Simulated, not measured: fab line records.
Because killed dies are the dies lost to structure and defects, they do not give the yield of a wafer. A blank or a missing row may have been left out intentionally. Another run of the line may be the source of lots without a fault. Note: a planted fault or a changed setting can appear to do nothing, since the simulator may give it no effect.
One fault through the eyes of 2 desks    flow sky130    every desk sees just its own numbers, and what lay behind them comes last

AT THE TOOL OWNER'S DESK: iline_stepper-01
The tool's own readings at SKY_SONOS_TUNNEL_EXPOSE_04 (exposes mask TUNM, target cd 410 nm): means of the sampled wafers that have a number, for each lot that ran on this tool. Any lot whose mean is over 4 standard deviations away from the usual mean is out of limits and marked OUT; that distance is given in the brackets.
Columns: A = exposure_dose_mJ_cm2 at SKY_SONOS_TUNNEL_EXPOSE_04, usual 135.98; B = stage_vel_mm_s at SKY_SONOS_TUNNEL_EXPOSE_04, usual 500.00 mm/s
lot   first seen here  A                        B
L987  day 10 13:04     135.95                   500.23
L988  day 10 19:01     136.05                   500.15
L992  day 12 04:01     135.99                   500.14
L997  day 13 18:16     136.00                   500.21
L999  day 14 04:46     92.92 (-99 or more) OUT  499.86
L100  day 14 09:11     92.81 (-99 or more) OUT  500.11
This desk finds L100, L999 out of limits, L999 being first, at day 14 04:46 (exposure_dose_mJ_cm2 at SKY_SONOS_TUNNEL_EXPOSE_04). In limits: L987, L988, L992, L997.

FROM THE METROLOGY DESK
Lot by lot, what the gauges showed, no matter which tool ran the lot: averages of those sampled wafers that carry a number. Any lot whose mean is over 4 standard deviations away from the usual mean is out of limits and marked OUT; that distance is given in the brackets.
Columns: A = cd_nm at SKY_SONOS_TUNNEL_CD_MEAS_07, usual 409.9 nm
lot   first seen here  A
L987  day 11 00:07     412.9
L988  day 11 06:42     410.6
L989  day 11 12:10     406.9
L991  day 12 06:20     408.9
L992  day 12 15:17     410.1
L993  day 12 20:24     411.1
L997  day 14 06:38     414.1
L999  day 14 17:05     301.3 (-40) OUT
L100  day 14 21:46     300.7 (-40) OUT
L104  day 16 10:32     405.6
L106  day 16 22:55     407.7
L107  day 17 11:51     408.2
L108  day 17 18:41     412.6
L110  day 18 07:33     408.1
This desk finds L100, L999 out of limits, L999 being first, at day 14 17:05 (cd_nm at SKY_SONOS_TUNNEL_CD_MEAS_07). In limits: L987, L988, L989, L991, L992, L993, L997, L104, L106, L107, L108, L110.

PUT TOGETHER
The tool owner's desk had the chance to raise an alarm at day 14 04:46 on L100, L999.
L100, L999 would have let the metrology desk raise an alarm at day 14 17:05.
Every lot named ran SKY_SONOS_TUNNEL_EXPOSE_04 on iline_stepper-01.

WHAT THE SIMULATOR PUT IN
Drift in process parameters on iline_stepper-01 at SKY_SONOS_TUNNEL_EXPOSE_04, starting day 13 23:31. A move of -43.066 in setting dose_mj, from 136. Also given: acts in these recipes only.
Struck lots among those shown: L100, L999.
Fault start to first reading out of limits, in hours, per desk: tool owner, 5; metrology, 18.
